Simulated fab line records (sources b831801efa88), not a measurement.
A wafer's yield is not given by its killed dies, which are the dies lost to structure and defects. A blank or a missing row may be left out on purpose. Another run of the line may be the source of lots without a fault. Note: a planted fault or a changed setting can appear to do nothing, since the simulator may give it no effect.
A struck lot beside a sound one :: flow gf180mcu :: 15 steps out of a route of 602
Sound: wafers L178.3, L178.4, L178.5. Struck: wafers L185.2, L185.4, L185.6. The cause is given at the end.
At each step with rows: each side's tool, then ch and its chambers, then its first start. Under that, the readings that differ: sound wafers :: struck wafers :: difference of the means :: sigmas: that difference in standard deviations of wafers without a fault.
alike: same words and numbers on both sides, and readings whose means sit less than 2 such deviations apart. not compared: any withheld reading, any reading some wafer has no value for, any bound like >300 that may hide the same value, and any number with overlapping values for which the record gives no deviation.
A row with sigmas, a row that says differs or no value, or rows on one side alone: a step with any of these is where the two part. Numbers that don't overlap but have no deviation are shown without sigmas and don't part them. A reading missing from all wafers of one side parts the sides only when that side holds two or more wafers.

first, 1 step without rows for these wafers: GF_NWELL_DEVELOP_06 (develop time 60 s).
GF_NWELL_OVL_MEAS_07:
  struck on overlay-01, day 6 13:56; sound on overlay-02, day 4 21:09
  alike: NWELL_OVL
then, 2 steps without rows for these wafers: GF_NWELL_IMPLANT_08; GF_NWELL_IMPLANT_09.
GF_NWELL_STRIP_10: strips in O2/N2.
  sound on plasma_asher-03 ch 0,1, day 4 21:31; struck on plasma_asher-01 ch 1, day 6 14:16
reading: heater_power_w (W)
sound: 374 398 401
struck: 325 324 329
difference: -65
sigmas: -2
  alike: drypump_motor_current_A, oes_product_au, strip_time_to_endpoint_s
  not compared: rf_hours_counter_h
GF_NWELL_TW_MEAS_11:
  struck on film_metro-01, day 6 14:23; sound on film_metro-02, day 4 21:36
  alike: NWELL_TW
then, 6 steps without rows for these wafers: GF_LVPWELL_DEHYDRATE_00 (time 60 s); GF_LVPWELL_HMDS_01 (prime time 60 s); GF_LVPWELL_COAT_02 (resist thk 3000 nm); GF_LVPWELL_SOFTBAKE_03; GF_LVPWELL_EXPOSE_04 (exposes mask LVPWELL, target cd 600 nm); GF_LVPWELL_PEB_05.
GF_LVPWELL_DEVELOP_06: develop time 60 s.
  sound on litho_track-03 ch 0, day 5 11:00; struck on litho_track-03 ch 0, day 7 05:00
reading: developer_temp_C (C)
sound: 23.09 23.11 23.08
struck: 20.75 20.75 20.90
difference: -2.29
sigmas: -24
GF_LVPWELL_OVL_MEAS_07:
  struck on overlay-02, day 7 05:55; sound on overlay-01, day 5 11:40
  alike: LVPWELL_OVL
after that, 1 step had no rows for these wafers: GF_PASSIVATION_PROBE_99.

== WHERE THEY PART ==
Last at GF_LVPWELL_DEVELOP_06 as far as this record goes, first at GF_NWELL_STRIP_10. Later steps at which nothing parts them and some readings are alike: GF_LVPWELL_OVL_MEAS_07.

WHY: what the simulator had put in
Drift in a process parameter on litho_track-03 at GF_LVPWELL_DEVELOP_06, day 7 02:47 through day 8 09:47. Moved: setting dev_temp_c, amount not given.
